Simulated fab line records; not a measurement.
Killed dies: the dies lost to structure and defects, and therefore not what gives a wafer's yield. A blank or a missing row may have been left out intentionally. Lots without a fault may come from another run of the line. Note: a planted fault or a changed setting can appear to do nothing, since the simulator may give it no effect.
fab line records    flow sky130
[record] lots = 6  wafers = 16  last_day = 49
route steps=708 shown METAL3@570 VIA3@573 PAD_OPEN@708
lots that met no fault: from a run of the same line without faults
start_h: hours from the record's first day to the start of the lot's first wafer shown    wait_h: how many hours have passed since the lot's step before this one    " the same as in the row above    L1.1+2: several wafers, shown together as one row    - value missing, or start not given    * or withheld: withheld    < > ~ a bound
route shown NAME@n: names a module that has steps shown in the file, with the first one's number in the route    usual: mean/standard deviation taken from wafers without a fault    same: alike in all rows    chamber/n: place in a boat    sites: per-site readings    _std_site: their standard deviation    _edge_site: mean of outer sites minus mean of inner sites    radius_mm: for every site, how far away it sits from the centre of the wafer    mask NAME#n: copy n    behind: the most recent tool/chamber to have shaped the wafer    hold: cause of the lot's hold/its duration in hours/its outcome    device: names the non-switching transistor (n, p or np)    end of line: tests of these same wafers at the route's end    a step with no rows: only its recipe    killed: dies that structure and defects cost at the first sort, which is not the same as the wafer's yield    map: shows each die of a wafer: x if killed, . if not, _ if none is there
set.NAME: the setting the step ran with; set.NAME@STEP: the setting that earlier step ran with    model.NAME: the simulator's own value behind a step, which no gauge read
a table for each step, a row for each wafer; lots at some steps of the route
services: from which hour (start_h, from the record's first day; less than 0 if before it) a tool's chamber was out of use, for how many hours, and why
[[steps]]
[step SKY_METAL3_STRIP_20]
[recipe] chemistry = post_etch_residue_remover  time_s = 1200  temp_c = 72.5
[step SKY_METAL3_CLEAN_21]
[recipe] chemistry = IPA  time_s = 180  temp_c = 25
[step SKY_METAL3_CLEAN_22]
[recipe] chemistry = O3/DIW  dry = n2_spin
[step SKY_VIA3_HDPCVD_00]
[recipe] material = SiO2  target_thk_nm = 1635  sigma_open_frac = 0.3  time_s = 272.5  temp_c = 400  sih4_flow_sccm = 60  pressure_mtorr = 6
[step SKY_VIA3_THK_MEAS_01]
[recipe] reads = SiO2_of_VIA3_HDPCVD_00
[usual] VIA3_HDPCVD_THK = 1626/16
lot.wafer  tool           chamber  start_h  wait_h  VIA3_HDPCVD_THK[nm]
L916.2     film_metro-04  -        901.18   0.1     1602
L916.3     "              -        "        "       1606
L916.5     "              -        "        "       1621
L923.1     film_metro-04  -        951.94   0.1     1610
L923.2     "              -        "        "       1617
L923.6     "              -        "        "       1624
L927.1     film_metro-03  -        984.08   0.1     1595
L927.3     "              -        "        "       1622
L927.6     "              -        "        "       1612
L928.1     film_metro-02  -        988.16   0.1     1638
L928.4     "              -        "        "       1652
L928.5     "              -        "        "       1648
L929.2     film_metro-03  -        1003.37  0.1     1639
L929.5     "              -        "        "       1649
L930.3     film_metro-02  -        1016.46  0.1     1608
L930.5     "              -        "        "       1630
[step SKY_VIA3_CMP_02]
[recipe] material = SiO2  down_force_psi = 4  platen_rpm = 60  pad_velocity_m_s = 0.94248
[usual] motor_current_A = 12.2/1.6
lot.wafer  tool    chamber  start_h  wait_h  motor_current_A
L916.2     cmp-02  2        901.23   0.0     14.4
L916.3     "       1        "        "       11.9
L916.5     "       2        "        "       14.2
L923.1     cmp-01  3        952.05   0.1     13.1
L923.2     "       1        "        "       12.9
L923.6     "       3        "        "       14.3
L927.3     cmp-01  0        984.14   0.0     12.9
L927.1     "       1        "        "       13.4
L927.6     "       1        "        "       13.3
L928.1     cmp-01  3        988.27   0.1     14.0
L928.4     "       0        "        "       12.9
L928.5     "       2        "        "       11.2
L929.2     cmp-01  0        1006.97  3.6     13.5
L929.5     "       2        "        "       9.6
L930.3     cmp-01  3        1016.55  0.1     14.5
L930.5     "       2        "        "       10.1
[step SKY_VIA3_BOW_MEAS_03]
[recipe] mode = bow
[usual] VIA3_BOW = 83/8.7
lot.wafer  tool           chamber  start_h  wait_h  VIA3_BOW[um]
L916.2     film_metro-02  -        901.55   0.3     76
L916.3     "              -        "        "       81
L916.5     "              -        "        "       80
L923.1     film_metro-03  -        952.32   0.2     85
L923.2     "              -        "        "       85
L923.6     "              -        "        "       84
L927.1     film_metro-02  -        984.44   0.2     79
L927.3     "              -        "        "       72
L927.6     "              -        "        "       80
L928.1     film_metro-04  -        988.52   0.2     99
L928.4     "              -        "        "       86
L928.5     "              -        "        "       98
L929.2     film_metro-03  -        1007.14  0.1     69
L929.5     "              -        "        "       73
L930.3     film_metro-04  -        1016.84  0.2     90
L930.5     "              -        "        "       67
[step SKY_VIA3_DEHYDRATE_04]
[recipe] temp_c = 200  time_s = 60
[step SKY_VIA3_HMDS_05]
[recipe] prime_time_s = 60  prime_temp_c = 120
[step SKY_VIA3_COAT_06]
[recipe] resist = BARC  temp_c = withheld  time_s = withheld  spin_rpm = 3000  resist_thk_nm = 60
[step SKY_VIA3_COAT_07]
[recipe] resist = KrF-thick  spin_rpm = 3000  resist_thk_nm = 450
[step SKY_VIA3_SOFTBAKE_08]
[recipe] temp_c = 100  time_s = 90  resist = KrF-thick
[step SKY_VIA3_EXPOSE_09]
[recipe] mask_id = VIM3  na = 0.8  source_shape = annular  sigma_inner = 0.55  sigma_outer = 0.85  target_cd_nm = 200  dose_mj = 38
[usual] stage_vel_mm_s = 499.99/0.26
lot.wafer  tool            chamber  start_h  wait_h  mask    stage_vel_mm_s
L916.2     krf_scanner-01  0        914.28   -       VIM3#0  500.01
L916.3     "               0        "        "       VIM3#0  499.97
L916.5     "               0        "        "       VIM3#0  499.88
L923.1     krf_scanner-01  0        965.14   -       VIM3#0  499.56
L923.2     "               0        "        "       VIM3#0  499.64
L923.6     "               0        "        "       VIM3#0  499.90
L927.1     krf_scanner-02  0        996.47   -       VIM3#0  500.34
L927.3     "               0        "        "       VIM3#0  499.90
L927.6     "               0        "        "       VIM3#0  499.95
L928.1     krf_scanner-01  0        1000.49  -       VIM3#0  500.06
L928.4     "               0        "        "       VIM3#0  499.84
L928.5     "               0        "        "       VIM3#0  499.95
L929.2     krf_scanner-01  0        1017.78  -       VIM3#0  499.98
L929.5     "               0        "        "       VIM3#0  500.11
L930.3     krf_scanner-01  0        1029.04  -       VIM3#0  500.01
L930.5     "               0        "        "       VIM3#0  500.07
[step SKY_VIA3_PEB_10]
[recipe] peb_temp_c = withheld  peb_time_s = withheld  resist = KrF-thick
[step SKY_VIA3_DEVELOP_11]
[recipe] develop_time_s = 60  resist = KrF-thick  dev_temp_c = 21
[step SKY_VIA3_CD_MEAS_12]
[recipe] target_cd_nm = 200
[usual] cd_nm = 200.1/1.7
lot.wafer  tool       chamber  start_h  wait_h  cd_nm
L916.2     cd_sem-02  -        925.13   -       201.8
L916.3     "          -        "        "       200.2
L916.5     "          -        "        "       201.5
L923.1     cd_sem-02  -        976.85   -       200.6
L923.2     "          -        "        "       199.2
L923.6     "          -        "        "       198.8
L927.1     cd_sem-01  -        1007.90  -       196.8
L927.3     "          -        "        "       195.9
L927.6     "          -        "        "       196.4
L928.1     cd_sem-01  -        1011.60  -       201.4
L928.4     "          -        "        "       201.6
L928.5     "          -        "        "       201.7
L929.2     cd_sem-01  -        1029.73  -       169.0
L929.5     "          -        "        "       197.1
L930.3     cd_sem-02  -        1040.09  -       171.2
L930.5     "          -        "        "       201.2
[step SKY_VIA3_OVL_MEAS_13]
[usual] VIA3_OVL = -2/4.6
lot.wafer  tool        chamber  start_h  wait_h  VIA3_OVL[nm]
L916.2     overlay-02  -        925.24   0.1     -6
L916.3     "           -        "        "       -8
L916.5     "           -        "        "       -7
L923.1     overlay-01  -        976.97   0.1     1
L923.2     "           -        "        "       -1
L923.6     "           -        "        "       -4
L927.1     overlay-02  -        1008.02  0.1     10
L927.3     "           -        "        "       0
L927.6     "           -        "        "       -2
L928.1     overlay-02  -        1011.72  0.1     -1
L928.4     "           -        "        "       -12
L928.5     "           -        "        "       3
L929.2     overlay-02  -        1029.84  0.1     -6
L929.5     "           -        "        "       -3
L930.3     overlay-01  -        1040.18  0.1     -5
L930.5     "           -        "        "       -4
[step SKY_VIA3_ETCH_14]
[recipe] chemistry = N2/H2  target = BARC  ion_energy_ev = 200  source_w = 500  bias_w = 100  pressure_mtorr = 30  n2_flow_sccm = 100  h2_flow_sccm = 200  stop_on = SiO2  time_s = 45.9  target_depth_a = 600
[usual] drypump_motor_current_A = 5.6/0.51  oes_product_au = 0.854/0.0051  throttle_valve_pct = 13.226/0.0093
lot.wafer  tool         chamber  start_h  wait_h  drypump_motor_current_A  oes_product_au  rf_hours_counter_h  throttle_valve_pct  model.VIA3.cd_nm
L916.2     rie_diel-02  1        925.27   0.0     4.7                      0.853           13                  13.231              201.4
L916.3     "            0        "        "       5.8                      0.851           11                  13.220              200.5
L916.5     "            3        "        "       5.3                      0.854           -                   13.222              201.9
L923.1     rie_diel-02  1        977.00   0.0     4.7                      0.853           14                  13.221              200.8
L923.2     "            0        "        "       5.8                      0.858           12                  13.233              200.7
L923.6     "            1        "        "       4.7                      0.853           -                   13.221              198.9
L927.1     rie_diel-03  3        1008.05  0.0     5.5                      0.855           28                  13.206              197.7
L927.3     "            1        "        "       6.4                      0.860           16                  13.235              197
L927.6     "            0        "        "       6.1                      0.850           -                   13.226              195.8
L928.1     rie_diel-01  3        1011.75  0.0     4.9                      0.850           19                  13.231              202.5
L928.4     "            1        "        "       5.9                      0.849           1                   13.228              202.7
L928.5     "            0        "        "       6.4                      0.845           -                   13.225              201.9
L929.2     rie_diel-02  1        1029.87  0.0     4.7                      0.848           16                  13.205              169.4
L929.5     "            2        "        "       5.6                      0.860           -                   13.237              197.5
L930.3     rie_diel-03  3        1040.20  0.0     5.5                      0.865           29                  13.220              171.4
L930.5     "            3        "        "       5.5                      0.849           -                   13.232              201.5
[step SKY_VIA3_ETCH_15]
[recipe] target = SiO2  chemistry = C4F8/O2/Ar  target_depth_nm = 507  stop_on = TiN  mask_material = KrF-thick  source_w = 1500  bias_w = 1200  pressure_mtorr = 40  c4f8_flow_sccm = withheld  O2_flow_sccm = 6  Ar_flow_sccm = 300  time_s = 78
[usual] oes_product_au = 0.946/0.0051
lot.wafer  tool         chamber  start_h  wait_h  oes_product_au  model.VIA3.cd_nm
L916.2     rie_diel-02  1        925.31   0.0     0.951           197.2
L916.3     "            0        "        "       0.937           199.5
L916.5     "            3        "        "       0.948           199.8
L923.1     rie_diel-02  1        977.05   0.0     0.943           194.3
L923.2     "            0        "        "       0.947           205
L923.6     "            1        "        "       0.947           195.9
L927.1     rie_diel-03  3        1008.10  0.0     0.946           200.5
L927.3     "            1        "        "       0.947           205.1
L927.6     "            0        "        "       0.934           196.8
L928.1     rie_diel-01  3        1011.80  0.0     0.953           204.3
L928.4     "            1        "        "       0.943           197.6
L928.5     "            0        "        "       0.945           205.4
L929.2     rie_diel-02  1        1029.91  0.0     0.948           166.2
L929.5     "            2        "        "       0.944           199.2
L930.3     rie_diel-03  3        1040.25  0.0     0.944           166.7
L930.5     "            3        "        "       0.949           197
[step SKY_VIA3_STRIP_16]
[recipe] chemistry = O2/N2  power_w = 1400  pressure_mtorr = 1500  platen_temp_c = withheld  o2_flow_sccm = 3000  n2_flow_sccm = 300  overash_fraction = 0.5
[usual] drypump_motor_current_A = 6.18/0.3  oes_product_au = 0.401/0.0044  strip_time_to_endpoint_s = 4.122/0.028
lot.wafer  tool             chamber  start_h  wait_h  drypump_motor_current_A  oes_product_au  rf_hours_counter_h  strip_time_to_endpoint_s
L916.2     plasma_asher-02  1        925.37   0.0     6.50                     0.408           16                  4.141
L916.3     "                0        "        "       5.76                     0.401           -                   4.144
L916.5     "                1        "        "       6.51                     0.404           -                   4.149
L923.1     plasma_asher-04  1        977.11   0.0     6.26                     0.401           87                  4.168
L923.2     "                0        "        "       6.37                     0.402           87                  4.166
L923.6     "                1        "        "       6.26                     0.396           -                   4.146
L927.1     plasma_asher-02  0        1008.16  0.0     5.75                     0.395           24                  4.077
L927.3     "                0        "        "       5.74                     0.393           -                   4.037
L927.6     "                1        "        "       6.51                     0.395           -                   4.115
L928.1     plasma_asher-03  1        1011.86  0.0     6.19                     0.406           58                  4.141
L928.4     "                1        "        "       6.18                     0.401           -                   4.153
L928.5     "                0        "        "       5.97                     0.407           -                   4.131
L929.2     plasma_asher-04  0        1029.97  0.0     6.33                     0.404           91                  4.127
L929.5     "                0        "        "       6.32                     0.402           -                   4.124
L930.3     plasma_asher-02  0        1040.34  0.1     5.77                     0.400           -                   4.117
L930.5     "                1        "        "       6.49                     0.398           -                   4.099
[step SKY_PAD_OPEN_PROBE_99]
[usual] defect_limited_yield = 82.7/1.8  killed_at_M0_to_M3 = 44/6.8  killed_at_M4_up = 3.2/1.7  killed_at_contacts = 24/4.9  killed_at_front_end = 14/4.1  killed_at_other = 0.2/0.51  killed_dies = 85/8.7  killed_on_rim = 16/4  killed_open = 46/6.8  killed_short = 39/6.1  sort_bin_3_pad_short = 0.9/0.43  sort_bin_5_function = 10.1/1.4  sort_bin_6_memory = 6.3/1.1  sort_n_pass = 407/8.7  sort_yield_pct = 82.7/1.8
[same] gross_dies = 492  killed_at_back_side = 0  sort_bin_4_leakage[%] = 0  sort_bin_8_speed[%] = 0
lot.wafer  tool       chamber  start_h  wait_h  defect_limited_yield[%]  killed_at_M0_to_M3  killed_at_M4_up  killed_at_contacts  killed_at_front_end  killed_at_other  killed_dies  killed_on_rim  killed_open  killed_short  sort_bin_3_pad_short[%]  sort_bin_5_function[%]  sort_bin_6_memory[%]  sort_n_pass  sort_yield_pct[%]  model.etest.tester.sort_n_pass  model.etest.tester.sort_yield_pct  model.etest.tester.sort_bin_5_pct  model.etest.via3_chain.rc_ohm
L916.2     prober-02  -        1075.86  0.1     77.8                     60                  3                22                  24                   0                109          13             57           52            1.4                      12.6                    8.1                   383          77.8               383                             77.85                              12.6                               9.527
L916.3     prober-02  -        1075.91  0.2     80.1                     47                  5                32                  14                   0                98           21             57           41            0.6                      11.4                    7.9                   394          80.1               394                             80.08                              11.38                              9.528
L916.5     prober-02  -        1076.01  0.2     84.6                     44                  1                22                  8                    1                76           11             40           36            1.4                      9.3                     4.7                   416          84.6               416                             84.55                              9.35                               9.3
L923.1     prober-01  -        1115.52  0.1     83.1                     48                  4                18                  13                   0                83           15             45           38            1.0                      9.1                     6.7                   409          83.1               409                             83.13                              9.146                              10.27
L923.2     prober-01  -        1115.57  0.1     80.5                     49                  3                25                  17                   2                96           22             60           36            1.8                      12.2                    5.5                   396          80.5               396                             80.49                              12.2                               9.052
L923.6     prober-01  -        1115.77  0.2     81.9                     50                  4                14                  20                   1                89           13             45           44            0.4                      11.0                    6.7                   403          81.9               403                             81.91                              10.98                              10.08
L927.1     prober-01  -        1142.57  0.1     81.5                     56                  2                20                  13                   0                91           17             47           44            0.8                      11.6                    6.1                   401          81.5               401                             81.5                               11.59                              9.594
L927.3     prober-01  -        1142.67  0.2     82.7                     43                  5                25                  12                   0                85           18             43           42            0.2                      8.7                     8.3                   407          82.7               407                             82.72                              8.74                               8.927
L927.6     prober-01  -        1142.82  0.2     86.2                     38                  1                17                  11                   1                68           14             35           33            2.0                      6.7                     5.1                   424          86.2               424                             86.18                              6.707                              9.931
L928.1     prober-02  -        1144.66  0.1     81.5                     53                  4                19                  15                   0                91           15             50           41            0.8                      10.0                    7.7                   401          81.5               401                             81.5                               9.959                              9.166
L928.4     prober-02  -        1144.81  0.2     81.3                     53                  1                21                  17                   0                92           15             51           41            0.2                      11.6                    6.9                   400          81.3               400                             81.3                               11.59                              9.861
L928.5     prober-02  -        1144.86  0.2     84.6                     46                  3                16                  11                   0                76           16             51           25            0.6                      9.8                     5.1                   416          84.6               416                             84.55                              9.756                              9.229
L929.2     prober-01  -        1160.20  0.1     65.4                     124                 3                28                  15                   0                170          62             55           40            0.8                      26.6                    7.1                   322          65.4               322                             65.45                              26.63                              13.25
L929.5     prober-01  -        1160.35  0.2     84.6                     36                  2                31                  7                    0                76           20             46           30            1.2                      9.3                     4.9                   416          84.6               416                             84.55                              9.35                               9.362
L930.3     prober-02  -        1168.32  0.2     67.7                     115                 2                27                  15                   0                159          61             36           44            1.4                      26.0                    4.9                   333          67.7               333                             67.68                              26.02                              14.01
L930.5     prober-02  -        1168.42  0.2     81.3                     47                  2                25                  18                   0                92           15             55           37            0.4                      11.0                    7.3                   400          81.3               400                             81.3                               10.98                              9.729
// killed by level:class
L916.2 VIA1:geometric_particle:open=15 METAL1:geometric_particle:short=9 VIA1:geometric_particle:short=9 POLY_GATE:geometric_particle:open=7 LI_CONTACT:geometric_particle:open=7 VIA3:geometric_particle:open=7 CONTACT:geometric_particle:open=6 POLY_GATE:geometric_particle:short=5
L916.3 CONTACT:geometric_particle:open=14 VIA1:geometric_particle:open=12 VIA2:geometric_particle:open=8 CONTACT:geometric_particle:short=6 METAL2:geometric_particle:short=5 LI_CONTACT:geometric_particle:open=5 VIA3:geometric_particle:open=5 VIA1:geometric_particle:short=4
L916.5 VIA1:geometric_particle:open=10 VIA1:geometric_particle:short=9 CONTACT:geometric_particle:open=8 LI_CONTACT:geometric_particle:open=8 METAL2:geometric_particle:short=7 VIA3:geometric_particle:open=4 VIA2:geometric_particle:open=4 POLY_GATE:geometric_particle:short=3
L923.1 VIA1:geometric_particle:open=13 CONTACT:geometric_particle:open=12 VIA1:geometric_particle:short=10 VIA3:geometric_particle:open=7 SPACER:geometric_particle:short=4 VIA2:geometric_particle:open=4 FIELD_ISO:geometric_particle:short=3 POLY_GATE:geometric_particle:short=3
L923.2 VIA1:geometric_particle:open=14 CONTACT:geometric_particle:open=10 FIELD_ISO:geometric_particle:open=8 VIA2:geometric_particle:open=8 VIA1:geometric_particle:short=8 SPACER:geometric_particle:open=5 CONTACT:geometric_particle:short=5 VIA3:geometric_particle:open=5
L923.6 VIA1:geometric_particle:open=16 POLY_GATE:geometric_particle:short=8 VIA2:geometric_particle:open=7 VIA3:geometric_particle:open=6 VIA1:geometric_particle:short=6 FIELD_ISO:geometric_particle:open=5 LI_CONTACT:geometric_particle:open=5 METAL2:geometric_particle:short=5
L927.1 VIA1:geometric_particle:open=17 METAL2:geometric_particle:short=11 VIA1:geometric_particle:short=7 VIA3:geometric_particle:open=7 CONTACT:geometric_particle:open=6 FIELD_ISO:geometric_particle:open=5 LI_CONTACT:geometric_particle:short=5 SPACER:geometric_particle:short=4
L927.3 CONTACT:geometric_particle:open=10 VIA1:geometric_particle:open=9 VIA2:geometric_particle:open=8 METAL2:geometric_particle:short=7 VIA1:geometric_particle:short=6 LI_CONTACT:geometric_particle:open=6 POLY_GATE:geometric_particle:open=5 FIELD_ISO:geometric_particle:short=4
L927.6 VIA1:geometric_particle:open=11 CONTACT:geometric_particle:open=7 METAL2:geometric_particle:short=6 VIA2:geometric_particle:open=6 CONTACT:geometric_particle:short=5 METAL1:geometric_particle:short=5 FIELD_ISO:geometric_particle:short=4 VIA3:geometric_particle:open=4
L928.1 VIA1:geometric_particle:open=16 VIA3:geometric_particle:open=12 LI_CONTACT:geometric_particle:open=5 CONTACT:geometric_particle:open=5 METAL1:geometric_particle:short=5 VIA2:geometric_particle:open=5 SPACER:geometric_particle:short=4 LOCAL_INTERCONNECT:geometric_particle:short=4
L928.4 VIA1:geometric_particle:open=16 METAL2:geometric_particle:short=9 CONTACT:geometric_particle:open=8 LI_CONTACT:geometric_particle:open=7 METAL1:geometric_particle:short=6 VIA1:geometric_particle:short=5 VIA2:geometric_particle:open=5 POLY_GATE:geometric_particle:open=4
L928.5 VIA1:geometric_particle:open=13 VIA3:geometric_particle:open=10 METAL1:geometric_particle:short=8 CONTACT:geometric_particle:open=7 LI_CONTACT:geometric_particle:open=5 VIA2:geometric_particle:open=5 POLY_GATE:geometric_particle:open=4 CONTACT:geometric_particle:short=3
L929.2 VIA3:area_expose=75 VIA2:geometric_particle:open=11 CONTACT:geometric_particle:short=10 VIA1:geometric_particle:open=10 CONTACT:geometric_particle:open=9 POLY_GATE:geometric_particle:open=7 VIA3:geometric_particle:open=7 LI_CONTACT:geometric_particle:open=6
L929.5 CONTACT:geometric_particle:open=14 LI_CONTACT:geometric_particle:open=9 METAL2:geometric_particle:short=6 METAL2:geometric_particle:open=6 VIA1:geometric_particle:short=5 VIA1:geometric_particle:open=5 VIA3:geometric_particle:open=4 LI_CONTACT:geometric_particle:short=3
L930.3 VIA3:area_expose=79 CONTACT:geometric_particle:open=7 LI_CONTACT:geometric_particle:open=7 VIA3:geometric_particle:open=7 LOCAL_INTERCONNECT:geometric_particle:short=7 FIELD_ISO:geometric_particle:short=5 VIA2:geometric_particle:open=5 METAL1:geometric_particle:short=5
L930.5 VIA1:geometric_particle:open=10 CONTACT:geometric_particle:open=10 METAL1:geometric_particle:short=9 FIELD_ISO:geometric_particle:open=8 METAL2:geometric_particle:short=7 METAL1:geometric_particle:open=6 FIELD_ISO:geometric_particle:short=4 LI_CONTACT:geometric_particle:open=4
// map L929.2 (x killed, . not)
__________xxxxxxxxxx_________
________..xx.xx...xx.x_______
______x.xx...xx.....xxxx_____
_____xxx.xx...x..x...x.xx____
____xxx.x....x.....x.x.xxx___
___xx.x...........x....x..x__
__x.xx..x.......x..........x_
_x..x.xx....x........x....xxx
_..xx...x.....x......x....x..
_.xx...............x...x..xxx
_x.x.x.x..x............xx..x.
_xx.x.x.....x..x..x.......xx.
_xx...x.x.........x..x.x.x.x.
_x.xx........x...........x.xx
_.x.x...............x....x..x
__xx.....x....x........xxx.._
___xxx...x........x..x.xx..__
____.x......x..x.....x..x.___
_____x.x.x.xxx..x..x.xx.x____
______..xx.x....xx..x.xx_____
________x.x..xx..xx.xx_______
__________xx.x.xx..._________
// map L930.3 (x killed, . not)
__________x.xxxx...x_________
________x.xx.xxxx...xx_______
______x......x.......x.._____
_____xxxx....x..x.....xx.____
____x...x....x..x...xx.x.x___
___xx...x....x..x........xx__
__xx..x.x...............xxxx_
_.......x..x....x...x......xx
_x.x.....x...............xx..
_xx..x.x.x.............x...xx
_..x.x....................x.x
_.xx..x...xx.x.......xxx..x.x
_x....x.....x.x...........x.x
_x..xxx.x..................xx
_x.xxxx...x.x..x......x.x..xx
__.xx....x............x..xx._
___xx..x.x.....x.x..x..x.x.__
____xxx..x..x.x.x.......x.___
_____.xx..x...x....x..xxx____
______.x.xx..x.x....xxxx_____
________..xx..xxx...xx_______
__________..xx..xx.._________
[[services]]
tool             chamber  start_h  hours  kind
rie_diel-02      1        878.72   16.1   repair
cmp-01           -        880.50   1.1    repair
plasma_asher-04  -        888.74   0.7    repair
krf_scanner-02   -        890.98   1.0    pm
cmp-01           -        907.57   6.3    repair
krf_scanner-02   -        916.14   0.2    repair
plasma_asher-04  -        921.03   0.7    repair
cmp-01           -        925.51   4.0    pm
plasma_asher-02  -        929.22   0.9    repair
cmp-01           -        931.54   3.7    repair
plasma_asher-04  -        947.77   0.7    repair
krf_scanner-02   -        949.03   0.8    pm
krf_scanner-02   -        956.07   0.5    repair
rie_diel-01      2        961.18   4.3    repair
rie_diel-02      0        964.82   3.1    repair
krf_scanner-01   -        969.90   1.3    pm
rie_diel-01      0        980.88   2.5    repair
krf_scanner-01   -        991.89   0.8    pm
krf_scanner-01   -        996.24   1.0    pm
cmp-02           -        997.67   7.2    pm
krf_scanner-02   -        997.89   4.0    pm
cmp-01           -        998.91   5.8    repair
plasma_asher-04  -        1004.79  14.6   pm
rie_diel-03      2        1037.86  5.8    repair
[[key]]
[first_sign] step = SKY_VIA3_CD_MEAS_12  reading = cd_nm  direction = down  sigmas = 17  usual = 200.1  struck = 170.1
[effect] step = SKY_PAD_OPEN_PROBE_99  reading = killed_at_M0_to_M3  direction = up  sigmas = 11  usual = 44  struck = 120
[model_effect] step = SKY_VIA3_ETCH_14  value = VIA3.cd_nm  without = 199.7  struck = 170.4
[model_effect] step = SKY_VIA3_ETCH_15  value = VIA3.cd_nm  without = 195.8  struck = 166.5
[model_effect] step = SKY_PAD_OPEN_PROBE_99  value = etest.tester.sort_n_pass  without = 405  struck = 327.5
[more_kills_born_at] SKY_VIA3_EXPOSE_09@krf_scanner-01 = 154
met_at SKY_VIA3_EXPOSE_09
struck_wafers L929.2,L930.3
onset_between 1000.49 1017.78
[fault] kind = process_parameter_drift  tool = krf_scanner-01  chamber = -  onset_h = 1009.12  steps = SKY_VIA3_EXPOSE_09  channel = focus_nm  offset = 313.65  shape = step  end_h = 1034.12  scope = struck_wafers_only
